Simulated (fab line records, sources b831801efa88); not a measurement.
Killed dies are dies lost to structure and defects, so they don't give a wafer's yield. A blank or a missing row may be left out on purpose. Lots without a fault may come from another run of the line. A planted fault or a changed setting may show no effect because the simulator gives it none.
Which tool did it? | flow gf180mcu | 14 lots, 41 wafers sampled, at 4 steps of a route of 602

WHAT THE GAUGES READ, wafer by wafer
GF_HV_LDD_OVL_MEAS_08.
lot  | measured     | on         | HV_LDD_OVL (nm)
L129 | day 9 23:36  | overlay-01 | -0.3 1.2 0.4
L130 | day 10 08:54 | overlay-01 | 0.1 0.2 -1.2
L131 | day 10 15:09 | overlay-01 | 3.0 1.2 1.6
L132 | day 10 22:04 | overlay-02 | -2.2 -1.1 -1.5
L133 | day 11 02:49 | overlay-01 | -0.8 -0.8 0.4
L134 | day 11 07:45 | overlay-02 | -0.2 -1.0 1.3
L135 | day 11 14:58 | overlay-02 | 2.5 1.5 3.1
L136 | day 12 00:03 | overlay-01 | 1.2 0.7 2.5
L137 | day 12 07:36 | overlay-02 | 1.9 2.2 1.7
L145 | day 14 14:24 | overlay-02 | -2.2 0.3
L146 | day 15 05:25 | overlay-01 | 0.4 -4.5 0.3
L148 | day 15 17:54 | overlay-01 | -0.1 1.1 -0.6
L150 | day 16 17:19 | overlay-01 | -1.2 -0.4 -0.7
L151 | day 17 05:41 | overlay-02 | 2.2 -0.4 2.8

GF_SAB_THK_MEAS_01.
lot  | measured     | on            | SAB_CVD_00_THK (nm)
L129 | day 14 04:30 | film_metro-03 | 49.8 49.4 49.4
L130 | day 14 13:50 | film_metro-03 | 49.8 49.2 50.3
L131 | day 14 21:23 | film_metro-03 | 48.8 49.1 50.1
L132 | day 15 06:28 | film_metro-01 | 49.4 49.7 51.2
L133 | day 15 11:23 | film_metro-03 | 49.3 50.5 50.4
L134 | day 15 17:41 | film_metro-01 | 48.7 50.3 49.8
L135 | day 16 04:30 | film_metro-03 | 49.2 49.3 49.2
L136 | day 16 11:26 | film_metro-04 | 49.2 48.4 49.2
L137 | day 16 20:27 | film_metro-04 | 50.0 49.0 50.8
L145 | day 19 13:24 | film_metro-03 | 83.0 51.1
L146 | day 20 12:20 | film_metro-04 | 49.8 49.0 82.4
L148 | day 20 19:59 | film_metro-03 | 50.8 50.1 51.1
L150 | day 21 21:38 | film_metro-03 | 49.6 50.8 50.0
L151 | day 22 09:34 | film_metro-04 | 48.4 50.7 49.6

WHICH TOOL RAN EACH LOT (tool, then ch and the chambers of the sampled wafers, then the start)
lot  | GF_VT_IMPLANT_RTA_45             | GF_SAB_CVD_00
L129 | rtp_anneal-01 ch 0, day 7 10:16  | pecvd-01 ch 0,1,2, day 14 04:29
L130 | rtp_anneal-02 ch 0, day 7 17:58  | pecvd-01 ch 0,1, day 14 13:49
L131 | rtp_anneal-01 ch 0, day 8 00:37  | pecvd-02 ch 0,1, day 14 21:22
L132 | rtp_anneal-01 ch 0, day 8 07:48  | pecvd-02 ch 0,1,2, day 15 06:26
L133 | rtp_anneal-02 ch 0, day 8 13:48  | pecvd-03 ch 1,2, day 15 11:22
L134 | rtp_anneal-01 ch 0, day 8 19:04  | pecvd-02 ch 0,1,2, day 15 17:40
L135 | rtp_anneal-02 ch 0, day 9 02:44  | pecvd-01 ch 1,2, day 16 04:28
L136 | rtp_anneal-02 ch 0, day 9 07:25  | pecvd-02 ch 0,1, day 16 11:25
L137 | rtp_anneal-02 ch 0, day 9 17:15  | pecvd-02 ch 0,1,2, day 16 20:25
L145 | rtp_anneal-01 ch 0, day 11 20:05 | pecvd-03 ch 0,1, day 19 13:22
L146 | rtp_anneal-02 ch 0, day 12 04:39 | pecvd-03 ch 0,1,2, day 20 12:19
L148 | rtp_anneal-02 ch 0, day 12 20:06 | pecvd-01 ch 0,2, day 20 19:58
L150 | rtp_anneal-01 ch 0, day 13 16:57 | pecvd-01 ch 0,1,2, day 21 21:37
L151 | rtp_anneal-02 ch 0, day 14 02:31 | pecvd-01 ch 0,2, day 22 09:31
- GF_VT_IMPLANT_RTA_45: time 30 s.
- GF_SAB_CVD_00: deposits SiO2 from TEOS, target thk 50 nm, time 4.9302 s.

WHAT THE TOOLS THEMSELVES READ (means of the sampled wafers that have a number; where no wafer has one, the mark that the record gives instead)
GF_VT_IMPLANT_RTA_45.
lot  | tool          | lamp_power_pct (%) | wafer_temp_C_max
L129 | rtp_anneal-01 | 32.9               | 1053.6
L130 | rtp_anneal-02 | 31.3               | 1058.7
L131 | rtp_anneal-01 | 32.9               | 1054.4
L132 | rtp_anneal-01 | 32.9               | 1054.0
L133 | rtp_anneal-02 | 31.3               | 1058.6
L134 | rtp_anneal-01 | 33.0               | 1053.8
L135 | rtp_anneal-02 | 31.3               | 1060.5
L136 | rtp_anneal-02 | 31.3               | 1059.5
L137 | rtp_anneal-02 | 31.3               | 1058.6
L145 | rtp_anneal-01 | 32.9               | 1054.2
L146 | rtp_anneal-02 | 31.3               | 1058.6
L148 | rtp_anneal-02 | 31.3               | 1059.7
L150 | rtp_anneal-01 | 32.9               | 1053.2
L151 | rtp_anneal-02 | 31.3               | 1058.5

GF_SAB_CVD_00.
lot  | tool     | heater_power_w (W) | rf_fwd_power_W (W)
L129 | pecvd-01 | 572                | 589
L130 | pecvd-01 | 576                | 591
L131 | pecvd-02 | 650                | 591
L132 | pecvd-02 | 665                | 590
L133 | pecvd-03 | 546                | 588
L134 | pecvd-02 | 635                | 590
L135 | pecvd-01 | 507                | 585
L136 | pecvd-02 | 687                | 588
L137 | pecvd-02 | 642                | 591
L145 | pecvd-03 | 635                | 586
L146 | pecvd-03 | 640                | 586
L148 | pecvd-01 | 647                | 588
L150 | pecvd-01 | 535                | 589
L151 | pecvd-01 | 608                | 587

THE ANSWER, worked out from the rows above alone
Rule: what is usual is taken from the lots themselves. Put in order of their means at a reading, lots are off if they are a third of the lots or fewer, leave a main group of 4 or more, and stand apart from it by a gap of 3 or more times the standard deviation of the main group's means; of several such gaps the widest counts. A main group whose means are all the same, to the digits that the tables above print for the reading, isn't used. A lot without any number at a reading at which 4 lots or more have one is off too. The other lots that the step has rows for count as sound. The gauges are gone through in route order, then the tools' own readings, and for those a lot's mean is taken as printed above. The first step at which some lot is off is used, and at that step the reading that is off furthest; a lot without a number counts as furthest.
Off: L145, L146, at GF_SAB_THK_MEAS_01 (SAB_CVD_00_THK). The main group: mean 49.7 nm, standard deviation 0.45.
A tool fits if, at a process step before that reading, it ran every lot that is off, and no sound lot after the first of them. The gauges at GF_SAB_THK_MEAS_01 are tried like those tools. One fits: pecvd-03 at GF_SAB_CVD_00. Its last sound lot is L133 (day 15 11:22), its first lot that is off L145 (day 19 13:22): a fault that began between those two fits.

WHAT THE SIMULATOR HAD PUT IN
Process parameter drift: pecvd-03, from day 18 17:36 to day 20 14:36, at GF_SAB_CVD_00. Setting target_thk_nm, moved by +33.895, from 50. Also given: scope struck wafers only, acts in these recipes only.
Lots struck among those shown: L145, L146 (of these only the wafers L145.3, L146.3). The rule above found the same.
